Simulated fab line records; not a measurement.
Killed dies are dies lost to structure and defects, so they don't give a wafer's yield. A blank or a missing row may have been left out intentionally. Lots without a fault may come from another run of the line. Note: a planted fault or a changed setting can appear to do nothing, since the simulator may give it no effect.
fab line records    flow gf180mcu
record lots=5  wafers=15  lastDay=34
route steps=602 shown V5@564 TOP_METAL@567
lots untouched by any fault: they come from a run of this same line in which no faults occurred
startH: start of the lot's first displayed wafer, in hours after the record's first day    waitH: hours from the lot's prior step to this one    " as in the row above    L1.1+2: several wafers, shown together as one row    - value missing, or start not given    * or withheld: withheld    < > ~ a bound
route shown NAME@n: names a module that has steps shown in the file, with the first one's number in the route    usual: mean/standard deviation of fault-free wafers    same: alike in all rows    chamber/n: place in a boat    sites: readings site by site    _std_site: the standard deviation of these    _edge_site: mean of outer sites minus mean of inner sites    radiusMm: how far each site lies from the wafer's centre    mask NAME#n: copy n    behind: the last tool/chamber to shape the wafer    hold: cause of the lot's hold/its duration in hours/its outcome    device: transistor that didn't switch, given as n, p or np    end of line: the route-end tests of the same wafers    for a step that has no rows: nothing shown but its recipe    killed: count of dies lost to structure and defects at first sort (not the wafer's yield)    map: dies across one wafer; x = killed, . = not, _ = none there
set.NAME: the setting the step ran with; set.NAME@STEP: the setting that earlier step ran with    model.NAME: the simulator's own value behind a step, which no gauge read
certain route steps with their lots: each step a table, each wafer a row
services: a tool's chamber out of use, with start hour (startH, from the record's first day; less than 0 if before it), hours out, and reason
## steps
# step GF_V5_RS_MEAS_24
# recipe thkMeasGauge=four-point-probe  reads=W_of_V5_CVD_23+TiN_of_V5_SPUTTER_22+Ti_of_V5_SPUTTER_21
# usual V5_W_RS=0.327/0.0042
lot.wafer  tool          chamber  startH  waitH  V5_W_RS[ohm/sq]
L076.1     filmMetro-03  -        647.28  0.1    0.321
L076.3     "             -        "       "      0.324
L076.5     "             -        "       "      0.327
L081.2     filmMetro-01  -        690.89  0.1    0.323
L081.3     "             -        "       "      0.324
L081.6     "             -        "       "      0.321
L091.2     filmMetro-03  -        755.83  0.1    0.335
L091.5     "             -        "       "      0.325
L091.6     "             -        "       "      0.334
L094.3     filmMetro-03  -        772.56  0.1    0.325
L094.4     "             -        "       "      0.329
L094.6     "             -        "       "      0.328
L097.4     filmMetro-03  -        786.07  0.1    0.324
L097.5     "             -        "       "      0.327
L097.6     "             -        "       "      0.332
# step GF_V5_THK_MEAS_25
# recipe thkMeasGauge=xrf  reads=W_of_V5_CVD_23
# usual V5_W_THK=346/4.8
lot.wafer  tool          chamber  startH  waitH  V5_W_THK[nm]
L076.1     filmMetro-03  -        647.40  0.1    352
L076.3     "             -        "       "      348
L076.5     "             -        "       "      343
L081.2     filmMetro-01  -        691.00  0.1    347
L081.3     "             -        "       "      345
L081.6     "             -        "       "      350
L091.2     filmMetro-03  -        755.94  0.1    338
L091.5     "             -        "       "      348
L091.6     "             -        "       "      338
L094.3     filmMetro-03  -        772.66  0.1    352
L094.4     "             -        "       "      344
L094.6     "             -        "       "      344
L097.4     filmMetro-03  -        786.16  0.1    346
L097.5     "             -        "       "      346
L097.6     "             -        "       "      340
# step GF_V5_CMP_26
# recipe stopOn=SiO2  downForcePsi=3.5  platenRpm=60  tOverpolishS=15  targetThkNm=0  padVelocityMS=0.94248
# usual motorCurrentA=11.1/0.91  overpolishRunS=14.999/0.009  platenRpm=60.01/0.036  timeToEndpointS=84/3.8
lot.wafer  tool    chamber  startH  waitH  motorCurrentA  overpolishRunS  platenRpm  timeToEndpointS
L076.1     cmp-02  3        647.56  0.1    10.3           14.994          60.00      89
L076.3     "       0        "       "      9.6            14.998          60.00      84
L076.5     "       2        "       "      12.0           15.006          59.97      86
L081.2     cmp-02  3        691.15  0.1    10.1           14.981          60.05      91
L081.3     "       0        "       "      9.3            15.006          59.97      85
L081.6     "       1        "       "      11.8           15.012          60.00      90
L091.2     cmp-01  3        756.04  0.1    11.7           15.013          60.04      83
L091.6     "       2        "       "      11.1           15.005          59.98      75
L091.5     "       3        "       "      11.8           15.020          60.03      84
L094.4     cmp-01  3        772.70  0.0    12.0           14.994          59.93      81
L094.3     "       0        "       "      12.3           15.018          59.98      83
L094.6     "       3        "       "      12.4           14.991          60.02      85
L097.4     cmp-01  2        786.29  0.1    11.2           15.004          59.98      81
L097.5     "       0        "       "      11.4           14.997          60.00      81
L097.6     "       1        "       "      10.8           14.995          59.94      79
# step GF_TOP_METAL_SPUTTER_00
# recipe material=Ti  targetThkNm=37.5  arrivingIonEnergyEv=80  substrateTempC=200  chamberPressurePa=2  powerW=4000  timeS=150
# usual throttleValvePct=30.2/1.2
lot.wafer  tool           chamber  startH  waitH  throttleValvePct
L076.1     pvdSputter-01  -        647.76  0.1    28.8
L076.3     "              -        "       "      30.7
L076.5     "              -        "       "      30.8
L081.2     pvdSputter-01  -        691.35  0.1    30.7
L081.3     "              -        "       "      30.1
L081.6     "              -        "       "      30.1
L091.2     pvdSputter-01  -        756.29  0.2    30.0
L091.5     "              -        "       "      28.3
L091.6     "              -        "       "      29.7
L094.3     pvdSputter-01  -        773.00  0.2    30.0
L094.4     "              -        "       "      29.9
L094.6     "              -        "       "      28.2
L097.4     pvdSputter-02  -        786.54  0.2    32.4
L097.5     "              -        "       "      28.4
L097.6     "              -        "       "      30.3
# step GF_TOP_METAL_SPUTTER_01
# recipe material=TiN  targetThkNm=30  powerW=6500  timeS=25  chamberPressurePa=0.4
# usual throttleValvePct=30.3/1.2
lot.wafer  tool           chamber  startH  waitH  throttleValvePct
L076.1     pvdSputter-01  -        647.86  0.1    28.8
L076.3     "              -        "       "      30.6
L076.5     "              -        "       "      31.1
L081.2     pvdSputter-01  -        691.45  0.1    30.7
L081.3     "              -        "       "      29.8
L081.6     "              -        "       "      30.3
L091.2     pvdSputter-01  -        756.39  0.1    30.2
L091.5     "              -        "       "      28.5
L091.6     "              -        "       "      30.0
L094.3     pvdSputter-01  -        773.10  0.1    30.2
L094.4     "              -        "       "      30.0
L094.6     "              -        "       "      28.8
L097.4     pvdSputter-02  -        786.60  0.0    32.6
L097.5     "              -        "       "      28.9
L097.6     "              -        "       "      29.8
# step GF_TOP_METAL_SPUTTER_02
# recipe material=AlCu  targetThkNm=900  powerW=10600  chamberPressurePa=0.3  substrateTempC=250  gas=Ar  timeS=47.82
# usual throttleValvePct=30.3/1.2
lot.wafer  tool           chamber  startH  waitH  throttleValvePct
L076.1     pvdSputter-01  -        647.90  0.0    28.5
L076.3     "              -        "       "      30.9
L076.5     "              -        "       "      31.0
L081.2     pvdSputter-01  -        691.48  0.0    30.9
L081.3     "              -        "       "      29.9
L081.6     "              -        "       "      30.0
L091.2     pvdSputter-01  -        756.42  0.0    29.9
L091.5     "              -        "       "      28.3
L091.6     "              -        "       "      30.2
L094.3     pvdSputter-01  -        773.13  0.0    30.3
L094.4     "              -        "       "      30.1
L094.6     "              -        "       "      28.7
L097.4     pvdSputter-02  -        786.64  0.0    32.7
L097.5     "              -        "       "      28.6
L097.6     "              -        "       "      29.9
# step GF_TOP_METAL_SPUTTER_03
# recipe material=Ti  targetThkNm=5  substrateTempC=300  chamberPressurePa=0.3  powerW=3000  timeS=3.3
# usual throttleValvePct=30.3/1.2
lot.wafer  tool           chamber  startH  waitH  throttleValvePct
L076.1     pvdSputter-01  -        647.94  0.0    28.7
L076.3     "              -        "       "      31.0
L076.5     "              -        "       "      30.9
L081.2     pvdSputter-01  -        691.52  0.0    30.5
L081.3     "              -        "       "      30.0
L081.6     "              -        "       "      30.0
L091.2     pvdSputter-01  -        756.46  0.0    30.0
L091.5     "              -        "       "      28.8
L091.6     "              -        "       "      30.0
L094.3     pvdSputter-01  -        773.18  0.0    30.0
L094.4     "              -        "       "      29.9
L094.6     "              -        "       "      28.6
L097.4     pvdSputter-02  -        786.67  0.0    32.7
L097.5     "              -        "       "      28.4
L097.6     "              -        "       "      30.1
# step GF_TOP_METAL_SPUTTER_04
# recipe material=TiN  targetThkNm=25  powerW=6500  timeS=20.8  chamberPressurePa=0.4
# usual throttleValvePct=30.2/1.2
lot.wafer  tool           chamber  startH  waitH  throttleValvePct
L076.1     pvdSputter-01  -        647.96  0.0    28.6
L076.3     "              -        "       "      30.7
L076.5     "              -        "       "      31.2
L081.2     pvdSputter-01  -        691.54  0.0    30.6
L081.3     "              -        "       "      29.9
L081.6     "              -        "       "      30.0
L091.2     pvdSputter-01  -        756.48  0.0    30.0
L091.5     "              -        "       "      28.6
L091.6     "              -        "       "      29.9
L094.3     pvdSputter-01  -        773.20  0.0    30.0
L094.4     "              -        "       "      30.0
L094.6     "              -        "       "      28.5
L097.4     pvdSputter-02  -        786.69  0.0    32.5
L097.5     "              -        "       "      28.4
L097.6     "              -        "       "      29.9
# step GF_TOP_METAL_RS_MEAS_05
# recipe thkMeasGauge=four-point-probe  reads=TiN_of_TOP_METAL_SPUTTER_04+Ti_of_TOP_METAL_SPUTTER_03+AlCu_of_TOP_METAL_SPUTTER_02+TiN_of_TOP_METAL_SPUTTER_01+Ti_of_TOP_METAL_SPUTTER_00
# usual TOP_METAL_ALCU_RS=0.0328/0.00034
lot.wafer  tool          chamber  startH  waitH  TOP_METAL_ALCU_RS[ohm/sq]
L076.1     filmMetro-02  -        647.99  0.0    0.0324
L076.3     "             -        "       "      0.0325
L076.5     "             -        "       "      0.0326
L081.2     filmMetro-03  -        691.59  0.0    0.0331
L081.3     "             -        "       "      0.0335
L081.6     "             -        "       "      0.0332
L091.2     filmMetro-03  -        756.53  0.0    0.0328
L091.5     "             -        "       "      0.0322
L091.6     "             -        "       "      0.0327
L094.3     filmMetro-02  -        773.26  0.1    0.0333
L094.4     "             -        "       "      0.0336
L094.6     "             -        "       "      0.0330
L097.4     filmMetro-01  -        786.77  0.1    0.0330
L097.5     "             -        "       "      0.0324
L097.6     "             -        "       "      0.0328
# step GF_TOP_METAL_THK_MEAS_06
# recipe thkMeasGauge=xrf  reads=AlCu_of_TOP_METAL_SPUTTER_02
# usual TOP_METAL_ALCU_THK=902/11
lot.wafer  tool          chamber  startH  waitH  TOP_METAL_ALCU_THK[nm]
L076.1     filmMetro-02  -        648.11  0.1    913
L076.3     "             -        "       "      913
L076.5     "             -        "       "      906
L081.2     filmMetro-03  -        691.70  0.1    904
L081.3     "             -        "       "      896
L081.6     "             -        "       "      899
L091.2     filmMetro-03  -        756.64  0.1    898
L091.5     "             -        "       "      909
L091.6     "             -        "       "      901
L094.3     filmMetro-02  -        773.36  0.1    896
L094.4     "             -        "       "      891
L094.6     "             -        "       "      904
L097.4     filmMetro-01  -        786.86  0.1    886
L097.5     "             -        "       "      900
L097.6     "             -        "       "      891
# step GF_TOP_METAL_DEHYDRATE_07
# recipe tempC=200  timeS=60
lot.wafer   tool           chamber  startH  waitH
L076.1+3+5  lithoTrack-04  0        657.55  9.4
L081.2+3+6  lithoTrack-03  0        700.33  8.6
L091.2+5+6  lithoTrack-04  0        764.03  7.4
L094.3+4+6  lithoTrack-03  0        780.20  6.8
L097.4+5+6  lithoTrack-04  0        794.68  7.8
# step GF_TOP_METAL_HMDS_08
# recipe primeTimeS=60  primeTempC=120
lot.wafer   tool           chamber  startH  waitH
L076.1+3+5  lithoTrack-04  0        657.70  0.1
L081.2+3+6  lithoTrack-03  0        700.48  0.1
L091.2+5+6  lithoTrack-04  0        764.18  0.1
L094.3+4+6  lithoTrack-03  0        780.35  0.1
L097.4+5+6  lithoTrack-04  0        794.83  0.1
## services
tool           chamber  startH  hours  kind
pvdSputter-02  -        626.30  7.5    repair
pvdSputter-02  -        643.61  5.7    repair
pvdSputter-01  2        673.05  -      consumableReplace:kit
pvdSputter-01  2        673.05  18.0   scheduledDown
pvdSputter-01  2        673.05  18.0   ventCycle
cmp-01         -        676.04  10.4   repair
cmp-02         -        686.51  3.7    pm
pvdSputter-02  0        699.63  -      consumableReplace:kit
pvdSputter-02  0        699.63  18.0   scheduledDown
pvdSputter-02  0        699.63  18.0   ventCycle
cmp-01         -        744.17  4.0    pm
cmp-01         -        745.53  0.7    repair
cmp-01         -        748.17  -      consumableReplace:conditioner
cmp-01         -        748.17  -      consumableReplace:pad
pvdSputter-01  1        770.10  -      consumableReplace:kit
pvdSputter-01  1        770.10  18.0   scheduledDown
pvdSputter-01  1        770.10  18.0   ventCycle
cmp-02         -        771.32  5.3    repair
lithoTrack-03  -        776.44  -      consumableReplace:filter
cmp-02         -        782.82  1.9    repair
pvdSputter-02  3        785.25  -      consumableReplace:kit
pvdSputter-02  3        785.25  18.0   scheduledDown
pvdSputter-02  3        785.25  18.0   ventCycle
lithoTrack-03  -        791.41  -      consumableReplace:filter
## key
fault none
